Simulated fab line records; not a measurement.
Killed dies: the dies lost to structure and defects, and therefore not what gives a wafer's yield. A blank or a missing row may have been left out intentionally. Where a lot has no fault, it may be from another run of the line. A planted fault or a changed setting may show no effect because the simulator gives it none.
fab line records -- flow sky130
[record] lots = 12, wafers = 36, last-day = 50
route steps=708 shown VT_ADJUST_LVTN@104 SONOS_TUNNEL@163 LI_CONTACT@378
lots untouched by any fault: they come from a run of this same line in which no faults occurred
start-h: hours from the record's opening day to when the first of the lot's shown wafers began -- wait-h: how many hours have passed since the lot's step before this one -- " same as the row above -- L1.1+2: several wafers, shown together as one row -- - no value, or no start given -- * or withheld: withheld -- < > ~ a bound
route shown NAME@n: NAME is a module with steps in the file, n the number in the route of the first one -- usual: mean and standard deviation over wafers with no fault -- same: alike in all rows -- chamber/n: place in a boat -- sites: readings site by site -- _std_site: how widely they spread, as a standard deviation -- _edge_site: the outer-site mean with the inner-site mean subtracted -- radius-mm: how far each site lies from the wafer's centre -- mask NAME#n: copy n -- behind: the tool/chamber that last shaped the wafer -- hold: the reason the lot was held/the length of the hold in hours/how it ended -- device: names the non-switching transistor (n, p or np) -- end of line: the same wafers' tests at the end of the route -- step lacking rows: just its recipe -- killed: the dies lost at the first sort to structure and to defects; this is not the yield of the wafer -- map: shows each die of a wafer: x if killed, . if not, _ if none is there
set.NAME: the setting that was run; set.NAME@STEP: the one run at that earlier step -- model.NAME: the simulator's own value behind a step, which no gauge read
one table for each step of the route and one row for each wafer, over a sample of lots
services: when a tool's chamber went out of use (start-h, in hours from the record's first day, below 0 if earlier), for how many hours, and the reason
[[steps]]
[step SKY_VT_ADJUST_LVTN_OVL_MEAS_07]
[usual] VT_ADJUST_LVTN_OVL = 0.1/1.4
lot.wafer,tool,chamber,start-h,wait-h,VT_ADJUST_LVTN_OVL[nm]
L790.4,overlay-01,-,146.53,-,0.3
L790.5,overlay-01,-,146.53,-,0.1
L790.6,overlay-01,-,146.53,-,-2.0
L794.2,overlay-01,-,175.48,-,-2.2
L794.5,overlay-01,-,175.48,-,-3.6
L794.6,overlay-01,-,175.48,-,-0.2
L793.4,overlay-01,-,175.55,-,-0.3
L793.5,overlay-01,-,175.55,-,-0.2
L793.6,overlay-01,-,175.55,-,-1.3
L796.2,overlay-01,-,203.91,-,-1.0
L796.4,overlay-01,-,203.91,-,0.7
L796.5,overlay-01,-,203.91,-,-2.2
L798.1,overlay-01,-,206.33,-,-0.2
L798.5,overlay-01,-,206.33,-,-1.1
L798.6,overlay-01,-,206.33,-,-2.4
L800.2,overlay-01,-,218.81,-,1.6
L800.3,overlay-01,-,218.81,-,-0.1
L800.5,overlay-01,-,218.81,-,0.8
L802.2,overlay-02,-,225.59,-,2.4
L802.4,overlay-02,-,225.59,-,0.8
L802.5,overlay-02,-,225.59,-,1.3
L803.1,overlay-01,-,227.58,-,-0.2
L803.4,overlay-01,-,227.58,-,0.5
L803.6,overlay-01,-,227.58,-,1.4
L810.1,overlay-02,-,274.51,-,1.8
L810.3,overlay-02,-,274.51,-,0.5
L810.5,overlay-02,-,274.51,-,-0.2
L809.1,overlay-02,-,275.18,-,3.2
L809.2,overlay-02,-,275.18,-,0.7
L809.4,overlay-02,-,275.18,-,1.8
L812.1,overlay-01,-,283.51,-,-1.3
L812.2,overlay-01,-,283.51,-,-1.6
L812.4,overlay-01,-,283.51,-,-1.5
L813.1,overlay-01,-,294.92,-,2.2
L813.4,overlay-01,-,294.92,-,-0.6
L813.5,overlay-01,-,294.92,-,0.6
[step SKY_SONOS_TUNNEL_IMPLANT_09]
[recipe] species = B, energy-kev = 20, dose-cm2 = 1e+12, tilt-deg = withheld
[usual] dose-ions-cm2 = 9.999e+11/9.8e+08, faraday-current-uA = 5.65/0.1
lot.wafer,tool,chamber,start-h,wait-h,dose-ions-cm2,faraday-current-uA
L790.4,implanter-03,0,255.91,0.1,9.995e+11,5.51
L790.5,implanter-03,0,255.91,0.1,9.991e+11,5.64
L790.6,implanter-03,0,255.91,0.1,1.0003e+12,5.86
L794.2,implanter-04,0,290.51,0.0,9.974e+11,5.65
L794.5,implanter-04,0,290.51,0.0,9.994e+11,5.65
L794.6,implanter-04,0,290.51,0.0,9.977e+11,5.55
L793.4,implanter-04,0,292.46,0.1,9.994e+11,5.70
L793.5,implanter-04,0,292.46,0.1,1.0013e+12,5.75
L793.6,implanter-04,0,292.46,0.1,9.999e+11,5.47
L796.2,implanter-01,0,323.56,0.0,1.0005e+12,5.48
L796.4,implanter-01,0,323.56,0.0,1.0012e+12,5.70
L796.5,implanter-01,0,323.56,0.0,9.979e+11,5.60
L798.1,implanter-03,0,328.03,0.0,1.0002e+12,5.70
L798.5,implanter-03,0,328.03,0.0,1.0007e+12,5.76
L798.6,implanter-03,0,328.03,0.0,9.987e+11,5.67
L800.2,implanter-04,0,340.31,0.0,9.998e+11,5.48
L800.3,implanter-04,0,340.31,0.0,1.0003e+12,5.56
L800.5,implanter-04,0,340.31,0.0,1.0001e+12,5.82
L802.2,implanter-04,0,349.01,0.0,4.475e+11,2.47
L802.4,implanter-04,0,349.01,0.0,4.475e+11,2.60
L802.5,implanter-04,0,349.01,0.0,4.467e+11,2.47
L803.1,implanter-04,0,352.16,0.0,4.461e+11,2.51
L803.4,implanter-04,0,352.16,0.0,4.47e+11,2.51
L803.6,implanter-04,0,352.16,0.0,4.478e+11,2.53
L810.1,implanter-01,0,408.63,0.0,9.991e+11,5.88
L810.3,implanter-01,0,408.63,0.0,9.995e+11,5.66
L810.5,implanter-01,0,408.63,0.0,1.0009e+12,5.69
L809.1,implanter-03,0,409.14,0.0,1e+12,5.75
L809.2,implanter-03,0,409.14,0.0,9.995e+11,5.61
L809.4,implanter-03,0,409.14,0.0,1.0001e+12,5.62
L812.1,implanter-01,0,419.96,0.0,9.997e+11,5.68
L812.2,implanter-01,0,419.96,0.0,1.0002e+12,5.65
L812.4,implanter-01,0,419.96,0.0,9.991e+11,5.60
L813.1,implanter-04,0,433.83,0.0,9.996e+11,5.63
L813.4,implanter-04,0,433.83,0.0,9.991e+11,5.70
L813.5,implanter-04,0,433.83,0.0,9.992e+11,5.68
[step SKY_SONOS_TUNNEL_TW_MEAS_12]
[usual] SONOS_TUNNEL_TW = 198.3/1.8
lot.wafer,tool,chamber,start-h,wait-h,SONOS_TUNNEL_TW
L790.4,film-metro-04,-,256.27,0.0,200.0
L790.5,film-metro-04,-,256.27,0.0,199.4
L790.6,film-metro-04,-,256.27,0.0,200.1
L794.2,film-metro-03,-,290.90,0.0,196.6
L794.5,film-metro-03,-,290.90,0.0,196.2
L794.6,film-metro-03,-,290.90,0.0,194.9
L793.4,film-metro-02,-,292.82,0.0,201.0
L793.5,film-metro-02,-,292.82,0.0,201.4
L793.6,film-metro-02,-,292.82,0.0,200.4
L796.2,film-metro-04,-,324.21,0.0,197.8
L796.4,film-metro-04,-,324.21,0.0,198.2
L796.5,film-metro-04,-,324.21,0.0,198.6
L798.1,film-metro-02,-,328.44,0.0,200.8
L798.5,film-metro-02,-,328.44,0.0,201.1
L798.6,film-metro-02,-,328.44,0.0,201.7
L800.2,film-metro-03,-,340.70,0.0,197.5
L800.3,film-metro-03,-,340.70,0.0,197.0
L800.5,film-metro-03,-,340.70,0.0,198.1
L802.2,film-metro-02,-,349.40,0.0,159.4
L802.4,film-metro-02,-,349.40,0.0,160.5
L802.5,film-metro-02,-,349.40,0.0,161.1
L803.1,film-metro-03,-,352.60,0.0,157.5
L803.4,film-metro-03,-,352.60,0.0,158.6
L803.6,film-metro-03,-,352.60,0.0,159.0
L810.1,film-metro-03,-,409.05,0.0,197.5
L810.3,film-metro-03,-,409.05,0.0,196.2
L810.5,film-metro-03,-,409.05,0.0,196.7
L809.1,film-metro-03,-,409.56,0.0,197.6
L809.2,film-metro-03,-,409.56,0.0,196.9
L809.4,film-metro-03,-,409.56,0.0,197.6
L812.1,film-metro-03,-,420.55,0.0,197.7
L812.2,film-metro-03,-,420.55,0.0,197.1
L812.4,film-metro-03,-,420.55,0.0,197.6
L813.1,film-metro-03,-,434.24,0.0,194.9
L813.4,film-metro-03,-,434.24,0.0,194.8
L813.5,film-metro-03,-,434.24,0.0,194.3
[step SKY_LI_CONTACT_STRIP_16]
[recipe] chemistry = O2/N2, power-w = 1400, pressure-mtorr = 1500, platen-temp-c = withheld, o2-flow-sccm = 3000, n2-flow-sccm = 300, overash-fraction = 0.5
[usual] drypump-motor-current-A = 5.8/0.37, oes-product-au = 0.376/0.0047, strip-time-to-endpoint-s = 3.50/0.033
lot.wafer,tool,chamber,start-h,wait-h,drypump-motor-current-A,oes-product-au,rf-hours-counter-h,strip-time-to-endpoint-s
L790.4,plasma-asher-02,1,682.00,-,5.6,0.376,-,3.51
L790.5,plasma-asher-02,1,682.00,-,5.6,0.376,-,3.47
L790.6,plasma-asher-02,0,682.00,-,5.6,0.375,-,3.51
L793.4,plasma-asher-03,0,714.94,-,6.5,0.373,-,3.50
L793.5,plasma-asher-03,1,714.94,-,6.1,0.372,-,3.45
L793.6,plasma-asher-03,0,714.94,-,6.5,0.377,-,3.50
L794.2,plasma-asher-04,1,715.71,-,5.4,0.379,104,3.53
L794.5,plasma-asher-04,1,715.71,-,5.4,0.370,-,3.47
L794.6,plasma-asher-04,0,715.71,-,6.0,0.376,-,3.52
L796.2,plasma-asher-04,0,752.86,-,6.0,0.376,1,3.51
L796.4,plasma-asher-04,1,752.86,-,5.4,0.381,-,3.52
L796.5,plasma-asher-04,1,752.86,-,5.4,0.372,-,3.45
L798.1,plasma-asher-02,0,755.29,-,5.6,0.376,33,3.51
L798.5,plasma-asher-02,0,755.29,-,5.6,0.379,-,3.47
L798.6,plasma-asher-02,1,755.29,-,5.6,0.374,-,3.54
L800.2,plasma-asher-02,1,776.16,-,5.6,0.383,35,3.51
L800.3,plasma-asher-02,1,776.16,-,5.6,0.381,-,3.55
L800.5,plasma-asher-02,1,776.16,-,5.6,0.378,-,3.53
L802.2,plasma-asher-03,1,777.34,-,6.1,0.387,97,3.52
L802.4,plasma-asher-03,0,777.34,-,6.5,0.377,-,3.50
L802.5,plasma-asher-03,1,777.34,-,6.1,0.373,-,3.50
L803.1,plasma-asher-03,1,778.99,-,6.1,0.373,97,3.51
L803.4,plasma-asher-03,1,778.99,-,6.1,0.369,-,3.44
L803.6,plasma-asher-03,0,778.99,-,6.5,0.382,-,3.43
L810.1,plasma-asher-03,0,828.16,-,6.5,0.374,101,3.45
L810.3,plasma-asher-03,1,828.16,-,6.0,0.377,-,3.47
L810.5,plasma-asher-03,0,828.16,-,6.5,0.376,-,3.50
L809.1,plasma-asher-04,1,831.11,-,5.4,0.365,9,3.48
L809.2,plasma-asher-04,0,831.11,-,6.0,0.382,9,3.56
L809.4,plasma-asher-04,0,831.11,-,6.0,0.376,-,3.54
L812.1,plasma-asher-02,1,844.54,-,5.6,0.379,42,3.52
L812.2,plasma-asher-02,0,844.54,-,5.7,0.379,42,3.54
L812.4,plasma-asher-02,0,844.54,-,5.6,0.375,-,3.49
L813.1,plasma-asher-04,1,852.51,-,5.4,0.373,11,3.49
L813.4,plasma-asher-04,1,852.51,-,5.4,0.382,-,3.52
L813.5,plasma-asher-04,1,852.51,-,5.3,0.384,-,3.50
[step SKY_LI_CONTACT_SPUTTER_20]
[recipe] material = TiN, target-thk-nm = 20, chamber-pressure-pa = 5, power-w = 4000, time-s = 80
[usual] throttle-valve-pct = 30.3/0.9
[same] time-s = 80
lot.wafer,tool,chamber,start-h,wait-h,throttle-valve-pct
L790.4,pvd-sputter-01,-,682.33,0.0,30.3
L790.5,pvd-sputter-01,-,682.33,0.0,30.0
L790.6,pvd-sputter-01,-,682.33,0.0,30.6
L793.4,pvd-sputter-01,-,715.28,0.0,30.9
L793.5,pvd-sputter-01,-,715.28,0.0,30.5
L793.6,pvd-sputter-01,-,715.28,0.0,30.2
L794.2,pvd-sputter-01,-,716.08,0.0,29.9
L794.5,pvd-sputter-01,-,716.08,0.0,29.8
L794.6,pvd-sputter-01,-,716.08,0.0,30.6
L796.2,pvd-sputter-01,-,753.23,0.0,30.6
L796.4,pvd-sputter-01,-,753.23,0.0,29.9
L796.5,pvd-sputter-01,-,753.23,0.0,30.7
L798.1,pvd-sputter-02,-,755.66,0.0,30.8
L798.5,pvd-sputter-02,-,755.66,0.0,28.1
L798.6,pvd-sputter-02,-,755.66,0.0,29.9
L800.2,pvd-sputter-04,-,776.71,0.0,29.9
L800.3,pvd-sputter-04,-,776.71,0.0,30.9
L800.5,pvd-sputter-04,-,776.71,0.0,31.5
L802.2,pvd-sputter-04,-,777.71,0.0,30.9
L802.4,pvd-sputter-04,-,777.71,0.0,31.1
L802.5,pvd-sputter-04,-,777.71,0.0,31.2
L803.1,pvd-sputter-02,-,779.36,0.0,29.7
L803.4,pvd-sputter-02,-,779.36,0.0,30.4
L803.6,pvd-sputter-02,-,779.36,0.0,30.2
L810.1,pvd-sputter-01,-,828.53,0.0,30.7
L810.3,pvd-sputter-01,-,828.53,0.0,30.4
L810.5,pvd-sputter-01,-,828.53,0.0,30.5
L809.1,pvd-sputter-02,-,831.50,0.0,29.9
L809.2,pvd-sputter-02,-,831.50,0.0,28.1
L809.4,pvd-sputter-02,-,831.50,0.0,30.7
L812.1,pvd-sputter-04,-,844.91,0.0,31.4
L812.2,pvd-sputter-04,-,844.91,0.0,29.9
L812.4,pvd-sputter-04,-,844.91,0.0,31.1
L813.1,pvd-sputter-02,-,852.88,0.0,29.8
L813.4,pvd-sputter-02,-,852.88,0.0,30.3
L813.5,pvd-sputter-02,-,852.88,0.0,29.6
[[services]]
tool,chamber,start-h,hours,kind
plasma-asher-02,-,239.21,16.2,repair
plasma-asher-03,-,247.36,3.9,repair
pvd-sputter-01,-,262.67,7.7,repair
pvd-sputter-02,-,365.09,2.7,repair
implanter-04,-,382.47,3.5,pm
plasma-asher-02,-,421.25,9.0,pm
plasma-asher-04,-,423.73,0.3,repair
plasma-asher-03,-,465.74,1.2,repair
pvd-sputter-02,-,501.45,5.4,repair
pvd-sputter-02,-,542.03,4.0,repair
plasma-asher-03,-,561.76,9.4,repair
pvd-sputter-02,-,578.12,3.3,repair
pvd-sputter-02,-,605.41,5.5,repair
pvd-sputter-01,-,618.77,0.6,repair
implanter-04,-,656.50,3.4,repair
pvd-sputter-02,-,664.40,5.1,repair
implanter-04,-,704.61,0.6,repair
pvd-sputter-02,-,706.57,4.5,repair
implanter-04,-,715.28,6.3,pm
plasma-asher-02,-,722.65,2.8,pm
plasma-asher-04,-,733.75,9.0,pm
implanter-04,-,747.16,6.2,repair
pvd-sputter-01,-,812.03,4.0,repair
implanter-04,-,844.80,1.8,repair
[[key]]
[first-sign] step = SKY_SONOS_TUNNEL_IMPLANT_09, reading = dose-ions-cm2, direction = down, sigmas = 99+, usual = *, struck = *
[effect] step = SKY_SONOS_TUNNEL_IMPLANT_09, reading = faraday-current-uA, direction = down, sigmas = 30, usual = 5.65, struck = 2.52
[effect] step = SKY_SONOS_TUNNEL_TW_MEAS_12, reading = SONOS_TUNNEL_TW, direction = down, sigmas = 22, usual = 198.3, struck = 159.3
met-at SKY_SONOS_TUNNEL_IMPLANT_09
struck-lots L802,L803
tester-left-out L802,L803
not-acting-at SKY_VT_ADJUST_LVTN_OVL_MEAS_07,SKY_LI_CONTACT_STRIP_16,SKY_LI_CONTACT_SPUTTER_20
onset-between 340.31 349.01
[fault] kind = process-parameter-drift, tool = implanter-04, chamber = -, onset-h = 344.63, steps = SKY_SONOS_TUNNEL_IMPLANT_09, channel = dose-cm2, offset = *, shape = step, end-h = 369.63, acts-in = *, stated = *
// tester-left-out: of these lots the tester's yield and bins aren't shown, on N5 and GAA mostly nor the transistor test; their killed dies are dies lost to structure and defects alone, not to doping, threshold or leakage, so they don't give the yield
